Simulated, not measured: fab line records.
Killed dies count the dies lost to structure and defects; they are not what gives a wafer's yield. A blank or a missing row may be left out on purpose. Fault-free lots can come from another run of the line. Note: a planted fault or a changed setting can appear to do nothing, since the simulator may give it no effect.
fab line records / flow gf180mcu
[record] lots = 5 wafers = 15 lastDay = 34
route steps=602 shown V1@349 M2@362
lots untouched by any fault: they come from a run of this same line in which no faults occurred
startH: hours from the record's first day to the start of the lot's first wafer shown / waitH: time in hours since the lot's previous step / " the same as in the row above / L1.1+2: several wafers, shown together as one row / - no value, or no start given / * or withheld: withheld / < > ~ a bound
route shown NAME@n: a module of which the file shows steps, and the number in the route of the first / usual: average and standard deviation across the fault-free wafers / same: alike in all rows / chamber/n: place in a boat / sites: each site's reading / _std_site: how widely they spread, as a standard deviation / _edge_site: mean of outer sites minus mean of inner sites / radiusMm: for every site, how far away it sits from the centre of the wafer / mask NAME#n: copy n / behind: tool/chamber where the wafer was last shaped / hold: why the lot was held/for how many hours/how that ended / device: the n, p or np transistor that did not switch / end of line: the tests these same wafers got at the end of their route / where a step has no rows: the recipe by itself / killed: at the first sort, the dies lost to defects and structure; wafer yield is something else / map: the dies of a wafer, with x for killed, . for not killed, _ for no die there
set.NAME: the run value of the setting; set.NAME@STEP: its run value at that earlier step / model.NAME: the simulator's own value behind a step, which no gauge read
lots seen at some steps along the route; tables by step, rows by wafer
services: when a tool's chamber went out of use (startH, in hours from the record's first day, below 0 if earlier), for how many hours, and the reason
[[steps]]
[step GF_V1_CD_MEAS_14]
[recipe] targetCdNm = 260
[usual] cdNm = 259.9/1.2
lot.wafer=L570.2 tool=cdSem-02 chamber=- startH=432.18 waitH=0.1 cdNm=260.6
lot.wafer=L570.4 tool=cdSem-02 chamber=- startH=432.18 waitH=0.1 cdNm=260.1
lot.wafer=L570.6 tool=cdSem-02 chamber=- startH=432.18 waitH=0.1 cdNm=260.6
lot.wafer=L571.1 tool=cdSem-01 chamber=- startH=443.73 waitH=0.1 cdNm=259.5
lot.wafer=L571.4 tool=cdSem-01 chamber=- startH=443.73 waitH=0.1 cdNm=258.5
lot.wafer=L571.5 tool=cdSem-01 chamber=- startH=443.73 waitH=0.1 cdNm=258.8
lot.wafer=L580.2 tool=cdSem-02 chamber=- startH=520.23 waitH=0.1 cdNm=260.4
lot.wafer=L580.4 tool=cdSem-02 chamber=- startH=520.23 waitH=0.1 cdNm=260.7
lot.wafer=L580.5 tool=cdSem-02 chamber=- startH=520.23 waitH=0.1 cdNm=261.5
lot.wafer=L586.3 tool=cdSem-02 chamber=- startH=579.25 waitH=0.1 cdNm=259.4
lot.wafer=L586.4 tool=cdSem-02 chamber=- startH=579.25 waitH=0.1 cdNm=259.8
lot.wafer=L586.5 tool=cdSem-02 chamber=- startH=579.25 waitH=0.1 cdNm=259.1
lot.wafer=L589.1 tool=cdSem-01 chamber=- startH=601.71 waitH=0.1 cdNm=259.6
lot.wafer=L589.4 tool=cdSem-01 chamber=- startH=601.71 waitH=0.1 cdNm=260.0
lot.wafer=L589.5 tool=cdSem-01 chamber=- startH=601.71 waitH=0.1 cdNm=259.0
[step GF_V1_OVL_MEAS_15]
[usual] V1_OVL = 1/5.1
lot.wafer=L570.2 tool=overlay-02 chamber=- startH=432.29 waitH=0.1 V1_OVL[nm]=-2
lot.wafer=L570.4 tool=overlay-02 chamber=- startH=432.29 waitH=0.1 V1_OVL[nm]=-9
lot.wafer=L570.6 tool=overlay-02 chamber=- startH=432.29 waitH=0.1 V1_OVL[nm]=2
lot.wafer=L571.1 tool=overlay-01 chamber=- startH=443.85 waitH=0.1 V1_OVL[nm]=3
lot.wafer=L571.4 tool=overlay-01 chamber=- startH=443.85 waitH=0.1 V1_OVL[nm]=2
lot.wafer=L571.5 tool=overlay-01 chamber=- startH=443.85 waitH=0.1 V1_OVL[nm]=10
lot.wafer=L580.2 tool=overlay-02 chamber=- startH=520.34 waitH=0.1 V1_OVL[nm]=6
lot.wafer=L580.4 tool=overlay-02 chamber=- startH=520.34 waitH=0.1 V1_OVL[nm]=-5
lot.wafer=L580.5 tool=overlay-02 chamber=- startH=520.34 waitH=0.1 V1_OVL[nm]=-4
lot.wafer=L586.3 tool=overlay-01 chamber=- startH=579.34 waitH=0.1 V1_OVL[nm]=-3
lot.wafer=L586.4 tool=overlay-01 chamber=- startH=579.34 waitH=0.1 V1_OVL[nm]=8
lot.wafer=L586.5 tool=overlay-01 chamber=- startH=579.34 waitH=0.1 V1_OVL[nm]=-2
lot.wafer=L589.1 tool=overlay-02 chamber=- startH=601.83 waitH=0.1 V1_OVL[nm]=9
lot.wafer=L589.4 tool=overlay-02 chamber=- startH=601.83 waitH=0.1 V1_OVL[nm]=3
lot.wafer=L589.5 tool=overlay-02 chamber=- startH=601.83 waitH=0.1 V1_OVL[nm]=-4
[step GF_V1_ETCH_16]
[recipe] chemistry = N2/H2 targetDepthA = withheld overetchA = withheld timeS = withheld target = BARC ionEnergyEv = 200 sourceW = 500 biasW = 100 pressureMtorr = 30 n2FlowSccm = 100 h2FlowSccm = 200
[usual] chamberPressureMTorr = 30.001/0.03 drypumpMotorCurrentA = 5.9/0.38 oesProductAu = 0.855/0.0045 throttleValvePct = 13.225/0.0088
lot.wafer=L570.2 tool=rieDiel-02 chamber=0 startH=432.32 waitH=0.0 chamberPressureMTorr=30.008 drypumpMotorCurrentA=6.4 oesProductAu=0.861 throttleValvePct=13.231
lot.wafer=L570.4 tool=rieDiel-02 chamber=2 startH=432.32 waitH=0.0 chamberPressureMTorr=29.946 drypumpMotorCurrentA=6.3 oesProductAu=0.858 throttleValvePct=13.217
lot.wafer=L570.6 tool=rieDiel-02 chamber=1 startH=432.32 waitH=0.0 chamberPressureMTorr=30.019 drypumpMotorCurrentA=5.7 oesProductAu=0.850 throttleValvePct=13.218
lot.wafer=L571.1 tool=rieDiel-02 chamber=0 startH=443.89 waitH=0.0 chamberPressureMTorr=29.967 drypumpMotorCurrentA=6.3 oesProductAu=0.851 throttleValvePct=13.236
lot.wafer=L571.4 tool=rieDiel-02 chamber=1 startH=443.89 waitH=0.0 chamberPressureMTorr=30.037 drypumpMotorCurrentA=5.7 oesProductAu=0.851 throttleValvePct=13.228
lot.wafer=L571.5 tool=rieDiel-02 chamber=1 startH=443.89 waitH=0.0 chamberPressureMTorr=29.977 drypumpMotorCurrentA=5.7 oesProductAu=0.853 throttleValvePct=13.218
lot.wafer=L580.2 tool=rieDiel-01 chamber=1 startH=520.37 waitH=0.0 chamberPressureMTorr=30.021 drypumpMotorCurrentA=6.3 oesProductAu=0.857 throttleValvePct=13.227
lot.wafer=L580.4 tool=rieDiel-01 chamber=0 startH=520.37 waitH=0.0 chamberPressureMTorr=29.973 drypumpMotorCurrentA=5.6 oesProductAu=0.853 throttleValvePct=13.218
lot.wafer=L580.5 tool=rieDiel-01 chamber=0 startH=520.37 waitH=0.0 chamberPressureMTorr=29.999 drypumpMotorCurrentA=5.6 oesProductAu=0.851 throttleValvePct=13.214
lot.wafer=L586.3 tool=rieDiel-04 chamber=3 startH=579.36 waitH=0.0 chamberPressureMTorr=29.996 drypumpMotorCurrentA=6.2 oesProductAu=0.851 throttleValvePct=13.222
lot.wafer=L586.4 tool=rieDiel-04 chamber=3 startH=579.36 waitH=0.0 chamberPressureMTorr=29.932 drypumpMotorCurrentA=6.2 oesProductAu=0.859 throttleValvePct=13.216
lot.wafer=L586.5 tool=rieDiel-04 chamber=1 startH=579.36 waitH=0.0 chamberPressureMTorr=29.987 drypumpMotorCurrentA=6.3 oesProductAu=0.859 throttleValvePct=13.211
lot.wafer=L589.1 tool=rieDiel-04 chamber=1 startH=601.87 waitH=0.0 chamberPressureMTorr=30.007 drypumpMotorCurrentA=6.2 oesProductAu=0.859 throttleValvePct=13.227
lot.wafer=L589.4 tool=rieDiel-04 chamber=0 startH=601.87 waitH=0.0 chamberPressureMTorr=29.998 drypumpMotorCurrentA=6.0 oesProductAu=0.857 throttleValvePct=13.228
lot.wafer=L589.5 tool=rieDiel-04 chamber=3 startH=601.87 waitH=0.0 chamberPressureMTorr=30.017 drypumpMotorCurrentA=6.2 oesProductAu=0.856 throttleValvePct=13.228
[step GF_V1_ETCH_17]
[recipe] chemistry = C4F8/O2/Ar maskMaterial = KrF target = SiO2 stopOn = TiN sourceW = 1500 biasW = 1200 pressureMtorr = 40 c4f8FlowSccm = withheld O2_flow_sccm = 6 Ar_flow_sccm = 300 timeS = withheld targetDepthA = 6300
[usual] chamberPressureMTorr = 40.00/0.036 oesProductAu = 0.856/0.0042
lot.wafer=L570.2 tool=rieDiel-02 chamber=0 startH=- waitH=- chamberPressureMTorr=40.00 oesProductAu=0.849
lot.wafer=L570.4 tool=rieDiel-02 chamber=2 startH=- waitH=- chamberPressureMTorr=40.00 oesProductAu=0.859
lot.wafer=L570.6 tool=rieDiel-02 chamber=1 startH=- waitH=- chamberPressureMTorr=40.01 oesProductAu=0.853
lot.wafer=L571.1 tool=rieDiel-02 chamber=0 startH=- waitH=- chamberPressureMTorr=40.03 oesProductAu=0.845
lot.wafer=L571.4 tool=rieDiel-02 chamber=1 startH=- waitH=- chamberPressureMTorr=39.95 oesProductAu=0.849
lot.wafer=L571.5 tool=rieDiel-02 chamber=1 startH=- waitH=- chamberPressureMTorr=39.97 oesProductAu=0.855
lot.wafer=L580.2 tool=rieDiel-01 chamber=1 startH=- waitH=- chamberPressureMTorr=40.01 oesProductAu=0.859
lot.wafer=L580.4 tool=rieDiel-01 chamber=0 startH=- waitH=- chamberPressureMTorr=40.07 oesProductAu=0.857
lot.wafer=L580.5 tool=rieDiel-01 chamber=0 startH=- waitH=- chamberPressureMTorr=40.01 oesProductAu=0.861
lot.wafer=L586.3 tool=rieDiel-04 chamber=3 startH=- waitH=- chamberPressureMTorr=39.98 oesProductAu=0.846
lot.wafer=L586.4 tool=rieDiel-04 chamber=3 startH=- waitH=- chamberPressureMTorr=40.00 oesProductAu=0.855
lot.wafer=L586.5 tool=rieDiel-04 chamber=1 startH=- waitH=- chamberPressureMTorr=40.01 oesProductAu=0.861
lot.wafer=L589.1 tool=rieDiel-04 chamber=1 startH=- waitH=- chamberPressureMTorr=40.02 oesProductAu=0.852
lot.wafer=L589.4 tool=rieDiel-04 chamber=0 startH=- waitH=- chamberPressureMTorr=39.99 oesProductAu=0.864
lot.wafer=L589.5 tool=rieDiel-04 chamber=3 startH=- waitH=- chamberPressureMTorr=40.02 oesProductAu=0.853
[step GF_V1_STRIP_18]
[recipe] chemistry = O2/N2 powerW = 1400 pressureMtorr = 1500 platenTempC = 250 o2FlowSccm = 3000 n2FlowSccm = 300 overashFraction = 0.5
[step GF_V1_STRIP_19]
[recipe] chemistry = postEtchResidueRemover timeS = 1200 tempC = 72.5
[step GF_V1_CLEAN_20]
[recipe] chemistry = DIW dry = n2Spin
[step GF_V1_SPUTTER_21]
[recipe] material = Ti targetThkNm = 15 chamberPressurePa = 5 powerW = 2500 substrateTempC = 200 timeS = 80.02
[usual] throttleValvePct = 30.2/1.1
[same] timeS = 80.02
lot.wafer=L570.2 tool=pvdSputter-02 chamber=- startH=432.99 waitH=0.0 throttleValvePct=31.0
lot.wafer=L570.4 tool=pvdSputter-02 chamber=- startH=432.99 waitH=0.0 throttleValvePct=31.0
lot.wafer=L570.6 tool=pvdSputter-02 chamber=- startH=432.99 waitH=0.0 throttleValvePct=32.7
lot.wafer=L571.1 tool=pvdSputter-02 chamber=- startH=444.58 waitH=0.0 throttleValvePct=32.7
lot.wafer=L571.4 tool=pvdSputter-02 chamber=- startH=444.58 waitH=0.0 throttleValvePct=30.5
lot.wafer=L571.5 tool=pvdSputter-02 chamber=- startH=444.58 waitH=0.0 throttleValvePct=31.1
lot.wafer=L580.2 tool=pvdSputter-03 chamber=- startH=521.03 waitH=0.0 throttleValvePct=30.1
lot.wafer=L580.4 tool=pvdSputter-03 chamber=- startH=521.03 waitH=0.0 throttleValvePct=29.7
lot.wafer=L580.5 tool=pvdSputter-03 chamber=- startH=521.03 waitH=0.0 throttleValvePct=29.8
lot.wafer=L586.3 tool=pvdSputter-02 chamber=- startH=580.05 waitH=0.0 throttleValvePct=32.8
lot.wafer=L586.4 tool=pvdSputter-02 chamber=- startH=580.05 waitH=0.0 throttleValvePct=30.7
lot.wafer=L586.5 tool=pvdSputter-02 chamber=- startH=580.05 waitH=0.0 throttleValvePct=32.9
lot.wafer=L589.1 tool=pvdSputter-03 chamber=- startH=602.53 waitH=0.0 throttleValvePct=29.6
lot.wafer=L589.4 tool=pvdSputter-03 chamber=- startH=602.53 waitH=0.0 throttleValvePct=29.8
lot.wafer=L589.5 tool=pvdSputter-03 chamber=- startH=602.53 waitH=0.0 throttleValvePct=29.9
[step GF_V1_SPUTTER_22]
[recipe] material = TiN targetThkNm = 10 chamberPressurePa = 5 powerW = 4000 timeS = 40
[step GF_V1_CVD_23]
[recipe] material = W targetThkNm = 350 timeS = 105.05 tempC = 400 pressureTorr = 40
[usual] heaterPowerW = 870/60
[same] timeS = 105.05
lot.wafer=L570.2 tool=cvdW-02 chamber=0 startH=433.09 waitH=0.0 heaterPowerW=801
lot.wafer=L570.4 tool=cvdW-02 chamber=1 startH=433.09 waitH=0.0 heaterPowerW=979
lot.wafer=L570.6 tool=cvdW-02 chamber=0 startH=433.09 waitH=0.0 heaterPowerW=819
lot.wafer=L571.1 tool=cvdW-02 chamber=1 startH=444.68 waitH=0.0 heaterPowerW=982
lot.wafer=L571.4 tool=cvdW-02 chamber=0 startH=444.68 waitH=0.0 heaterPowerW=825
lot.wafer=L571.5 tool=cvdW-02 chamber=1 startH=444.68 waitH=0.0 heaterPowerW=978
lot.wafer=L580.2 tool=cvdW-02 chamber=1 startH=521.13 waitH=0.0 heaterPowerW=994
lot.wafer=L580.4 tool=cvdW-02 chamber=1 startH=521.13 waitH=0.0 heaterPowerW=959
lot.wafer=L580.5 tool=cvdW-02 chamber=0 startH=521.13 waitH=0.0 heaterPowerW=832
lot.wafer=L586.3 tool=cvdW-01 chamber=1 startH=580.19 waitH=0.1 heaterPowerW=886
lot.wafer=L586.4 tool=cvdW-01 chamber=0 startH=580.19 waitH=0.1 heaterPowerW=845
lot.wafer=L586.5 tool=cvdW-01 chamber=1 startH=580.19 waitH=0.1 heaterPowerW=856
lot.wafer=L589.1 tool=cvdW-01 chamber=0 startH=602.63 waitH=0.0 heaterPowerW=839
lot.wafer=L589.4 tool=cvdW-01 chamber=1 startH=602.63 waitH=0.0 heaterPowerW=871
lot.wafer=L589.5 tool=cvdW-01 chamber=0 startH=602.63 waitH=0.0 heaterPowerW=862
[step GF_V1_RS_MEAS_24]
[recipe] thkMeasGauge = four-point-probe reads = W_of_V1_CVD_23+TiN_of_V1_SPUTTER_22+Ti_of_V1_SPUTTER_21
[usual] V1_W_RS = 0.327/0.0044
lot.wafer=L570.2 tool=filmMetro-01 chamber=- startH=433.22 waitH=0.1 V1_W_RS[ohm/sq]=0.324
lot.wafer=L570.4 tool=filmMetro-01 chamber=- startH=433.22 waitH=0.1 V1_W_RS[ohm/sq]=0.319
lot.wafer=L570.6 tool=filmMetro-01 chamber=- startH=433.22 waitH=0.1 V1_W_RS[ohm/sq]=0.326
lot.wafer=L571.1 tool=filmMetro-04 chamber=- startH=444.79 waitH=0.1 V1_W_RS[ohm/sq]=0.321
lot.wafer=L571.4 tool=filmMetro-04 chamber=- startH=444.79 waitH=0.1 V1_W_RS[ohm/sq]=0.326
lot.wafer=L571.5 tool=filmMetro-04 chamber=- startH=444.79 waitH=0.1 V1_W_RS[ohm/sq]=0.321
lot.wafer=L580.2 tool=filmMetro-02 chamber=- startH=521.26 waitH=0.1 V1_W_RS[ohm/sq]=0.323
lot.wafer=L580.4 tool=filmMetro-02 chamber=- startH=521.26 waitH=0.1 V1_W_RS[ohm/sq]=0.321
lot.wafer=L580.5 tool=filmMetro-02 chamber=- startH=521.26 waitH=0.1 V1_W_RS[ohm/sq]=0.327
lot.wafer=L586.3 tool=filmMetro-04 chamber=- startH=580.31 waitH=0.1 V1_W_RS[ohm/sq]=0.331
lot.wafer=L586.4 tool=filmMetro-04 chamber=- startH=580.31 waitH=0.1 V1_W_RS[ohm/sq]=0.335
lot.wafer=L586.5 tool=filmMetro-04 chamber=- startH=580.31 waitH=0.1 V1_W_RS[ohm/sq]=0.333
lot.wafer=L589.1 tool=filmMetro-04 chamber=- startH=602.74 waitH=0.1 V1_W_RS[ohm/sq]=0.332
lot.wafer=L589.4 tool=filmMetro-04 chamber=- startH=602.74 waitH=0.1 V1_W_RS[ohm/sq]=0.333
lot.wafer=L589.5 tool=filmMetro-04 chamber=- startH=602.74 waitH=0.1 V1_W_RS[ohm/sq]=0.329
[step GF_V1_THK_MEAS_25]
[recipe] thkMeasGauge = xrf reads = W_of_V1_CVD_23
[usual] V1_W_THK = 353/5.3
lot.wafer=L570.2 tool=filmMetro-01 chamber=- startH=433.33 waitH=0.1 V1_W_THK[nm]=353
lot.wafer=L570.4 tool=filmMetro-01 chamber=- startH=433.33 waitH=0.1 V1_W_THK[nm]=359
lot.wafer=L570.6 tool=filmMetro-01 chamber=- startH=433.33 waitH=0.1 V1_W_THK[nm]=353
lot.wafer=L571.1 tool=filmMetro-04 chamber=- startH=444.91 waitH=0.1 V1_W_THK[nm]=357
lot.wafer=L571.4 tool=filmMetro-04 chamber=- startH=444.91 waitH=0.1 V1_W_THK[nm]=350
lot.wafer=L571.5 tool=filmMetro-04 chamber=- startH=444.91 waitH=0.1 V1_W_THK[nm]=356
lot.wafer=L580.2 tool=filmMetro-02 chamber=- startH=521.37 waitH=0.1 V1_W_THK[nm]=355
lot.wafer=L580.4 tool=filmMetro-02 chamber=- startH=521.37 waitH=0.1 V1_W_THK[nm]=362
lot.wafer=L580.5 tool=filmMetro-02 chamber=- startH=521.37 waitH=0.1 V1_W_THK[nm]=351
lot.wafer=L586.3 tool=filmMetro-04 chamber=- startH=580.41 waitH=0.1 V1_W_THK[nm]=351
lot.wafer=L586.4 tool=filmMetro-04 chamber=- startH=580.41 waitH=0.1 V1_W_THK[nm]=346
lot.wafer=L586.5 tool=filmMetro-04 chamber=- startH=580.41 waitH=0.1 V1_W_THK[nm]=349
lot.wafer=L589.1 tool=filmMetro-04 chamber=- startH=602.86 waitH=0.1 V1_W_THK[nm]=348
lot.wafer=L589.4 tool=filmMetro-04 chamber=- startH=602.86 waitH=0.1 V1_W_THK[nm]=348
lot.wafer=L589.5 tool=filmMetro-04 chamber=- startH=602.86 waitH=0.1 V1_W_THK[nm]=355
[step GF_V1_CMP_26]
[recipe] stopOn = SiO2 downForcePsi = 3.5 platenRpm = 60 tOverpolishS = 15 targetThkNm = 0 padVelocityMS = 0.94248
[usual] headPressurePsi = 3.501/0.0079 motorCurrentA = 10.9/0.83 overpolishRunS = 15.002/0.009 timeToEndpointS = 84/5.4
lot.wafer=L570.4 tool=cmp-01 chamber=2 startH=433.38 waitH=0.0 headPressurePsi=3.503 motorCurrentA=11.0 overpolishRunS=15.006 timeToEndpointS=81
lot.wafer=L570.2 tool=cmp-01 chamber=1 startH=433.38 waitH=0.0 headPressurePsi=3.496 motorCurrentA=11.6 overpolishRunS=15.001 timeToEndpointS=85
lot.wafer=L570.6 tool=cmp-01 chamber=3 startH=433.38 waitH=0.0 headPressurePsi=3.503 motorCurrentA=10.3 overpolishRunS=15.014 timeToEndpointS=81
lot.wafer=L571.4 tool=cmp-01 chamber=1 startH=445.35 waitH=0.4 headPressurePsi=3.511 motorCurrentA=11.8 overpolishRunS=14.998 timeToEndpointS=84
lot.wafer=L571.1 tool=cmp-01 chamber=2 startH=445.35 waitH=0.4 headPressurePsi=3.509 motorCurrentA=10.7 overpolishRunS=14.988 timeToEndpointS=81
lot.wafer=L571.5 tool=cmp-01 chamber=0 startH=445.35 waitH=0.4 headPressurePsi=3.500 motorCurrentA=10.9 overpolishRunS=15.000 timeToEndpointS=87
lot.wafer=L580.4 tool=cmp-01 chamber=0 startH=521.52 waitH=0.1 headPressurePsi=3.508 motorCurrentA=11.1 overpolishRunS=0.037 timeToEndpointS=132
lot.wafer=L580.2 tool=cmp-01 chamber=1 startH=521.52 waitH=0.1 headPressurePsi=3.502 motorCurrentA=11.9 overpolishRunS=0.041 timeToEndpointS=131
lot.wafer=L580.5 tool=cmp-01 chamber=3 startH=521.52 waitH=0.1 headPressurePsi=3.500 motorCurrentA=10.2 overpolishRunS=15.002 timeToEndpointS=82
lot.wafer=L586.3 tool=cmp-01 chamber=3 startH=580.55 waitH=0.1 headPressurePsi=3.497 motorCurrentA=10.5 overpolishRunS=15.008 timeToEndpointS=76
lot.wafer=L586.4 tool=cmp-01 chamber=0 startH=580.55 waitH=0.1 headPressurePsi=3.507 motorCurrentA=11.3 overpolishRunS=14.987 timeToEndpointS=82
lot.wafer=L586.5 tool=cmp-01 chamber=1 startH=580.55 waitH=0.1 headPressurePsi=3.497 motorCurrentA=12.2 overpolishRunS=14.987 timeToEndpointS=78
lot.wafer=L589.1 tool=cmp-01 chamber=3 startH=602.97 waitH=0.1 headPressurePsi=3.502 motorCurrentA=10.4 overpolishRunS=14.998 timeToEndpointS=76
lot.wafer=L589.4 tool=cmp-01 chamber=0 startH=602.97 waitH=0.1 headPressurePsi=3.494 motorCurrentA=10.5 overpolishRunS=15.009 timeToEndpointS=80
lot.wafer=L589.5 tool=cmp-01 chamber=3 startH=602.97 waitH=0.1 headPressurePsi=3.506 motorCurrentA=10.4 overpolishRunS=14.989 timeToEndpointS=80
[step GF_M2_SPUTTER_00]
[recipe] material = Ti targetThkNm = 37.5 arrivingIonEnergyEv = 80 substrateTempC = 200 chamberPressurePa = 2 powerW = 4000 timeS = 150
[usual] throttleValvePct = 30.3/1.1
[same] timeS = 150
lot.wafer=L570.2 tool=pvdSputter-01 chamber=- startH=433.68 waitH=0.1 throttleValvePct=29.7
lot.wafer=L570.4 tool=pvdSputter-01 chamber=- startH=433.68 waitH=0.1 throttleValvePct=30.0
lot.wafer=L570.6 tool=pvdSputter-01 chamber=- startH=433.68 waitH=0.1 throttleValvePct=30.6
lot.wafer=L571.1 tool=pvdSputter-02 chamber=- startH=445.55 waitH=0.1 throttleValvePct=31.1
lot.wafer=L571.4 tool=pvdSputter-02 chamber=- startH=445.55 waitH=0.1 throttleValvePct=32.8
lot.wafer=L571.5 tool=pvdSputter-02 chamber=- startH=445.55 waitH=0.1 throttleValvePct=31.0
lot.wafer=L580.5 tool=pvdSputter-02 chamber=- startH=521.77 waitH=0.1 throttleValvePct=30.9
lot.wafer=L586.3 tool=pvdSputter-04 chamber=- startH=580.75 waitH=0.1 throttleValvePct=29.7
lot.wafer=L586.4 tool=pvdSputter-04 chamber=- startH=580.75 waitH=0.1 throttleValvePct=29.7
lot.wafer=L586.5 tool=pvdSputter-04 chamber=- startH=580.75 waitH=0.1 throttleValvePct=28.9
lot.wafer=L589.1 tool=pvdSputter-02 chamber=- startH=603.22 waitH=0.2 throttleValvePct=30.8
lot.wafer=L589.4 tool=pvdSputter-02 chamber=- startH=603.22 waitH=0.2 throttleValvePct=31.1
lot.wafer=L589.5 tool=pvdSputter-02 chamber=- startH=603.22 waitH=0.2 throttleValvePct=31.5
[[services]]
tool=cmp-01 chamber=- startH=411.89 hours=3.2 kind=pm
tool=cmp-01 chamber=- startH=419.17 hours=1.8 kind=repair
tool=rieDiel-04 chamber=2 startH=423.29 hours=4.6 kind=repair
tool=cvdW-01 chamber=- startH=425.84 hours=0.7 kind=repair
tool=pvdSputter-01 chamber=- startH=456.39 hours=1.3 kind=repair
tool=pvdSputter-02 chamber=- startH=457.59 hours=5.3 kind=repair
tool=rieDiel-04 chamber=3 startH=458.60 hours=3.6 kind=repair
tool=rieDiel-02 chamber=- startH=460.97 hours=0.8 kind=repair
tool=pvdSputter-02 chamber=- startH=470.42 hours=1.7 kind=repair
tool=cmp-01 chamber=- startH=475.82 hours=6.0 kind=pm
tool=cvdW-02 chamber=1 startH=501.20 hours=19.0 kind=repair
tool=cvdW-02 chamber=- startH=522.44 hours=28.1 kind=pm
tool=rieDiel-01 chamber=- startH=525.92 hours=0.3 kind=repair
tool=rieDiel-04 chamber=- startH=534.36 hours=2.8 kind=pm
tool=rieDiel-04 chamber=- startH=543.18 hours=14.6 kind=pm
tool=cmp-01 chamber=- startH=545.81 hours=2.9 kind=repair
tool=cvdW-02 chamber=0 startH=552.85 hours=10.5 kind=repair
tool=cvdW-02 chamber=- startH=556.46 hours=1.2 kind=repair
tool=pvdSputter-02 chamber=- startH=557.46 hours=0.6 kind=repair
tool=rieDiel-04 chamber=2 startH=563.46 hours=5.7 kind=repair
tool=cmp-01 chamber=- startH=572.00 hours=4.0 kind=pm
tool=cmp-01 chamber=- startH=576.00 hours=- kind=consumableReplace:conditioner
tool=pvdSputter-01 chamber=- startH=577.60 hours=3.2 kind=repair
tool=pvdSputter-03 chamber=- startH=585.05 hours=1.3 kind=repair
[[key]]
[firstSign] step = GF_V1_CMP_26 reading = overpolishRunS direction = down sigmas = 99+ usual = 15.002 struck = 0.039
[effect] step = GF_V1_CMP_26 reading = timeToEndpointS direction = up sigmas = 8.8 usual = * struck = *
metAt GF_V1_CMP_26
struckWafers L580.2,L580.4
laterRowsLeftOut L580.2,L580.4
sortLeftOut L580.2,L580.4
onsetBetween 445.35 521.52
[fault] kind = processParameterDrift tool = cmp-01 chamber = - onsetH = 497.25 steps = GF_V1_CMP_26 channel = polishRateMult offset = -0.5 shape = step endH = 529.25 scope = struckWafersOnly
// sortLeftOut: the simulated sort isn't trusted on such a fault, so these wafers' sort isn't shown, and their yield isn't known
// laterRowsLeftOut: the simulator's readings of these wafers behind a module that went badly wrong aren't trusted and aren't shown, but for the sort
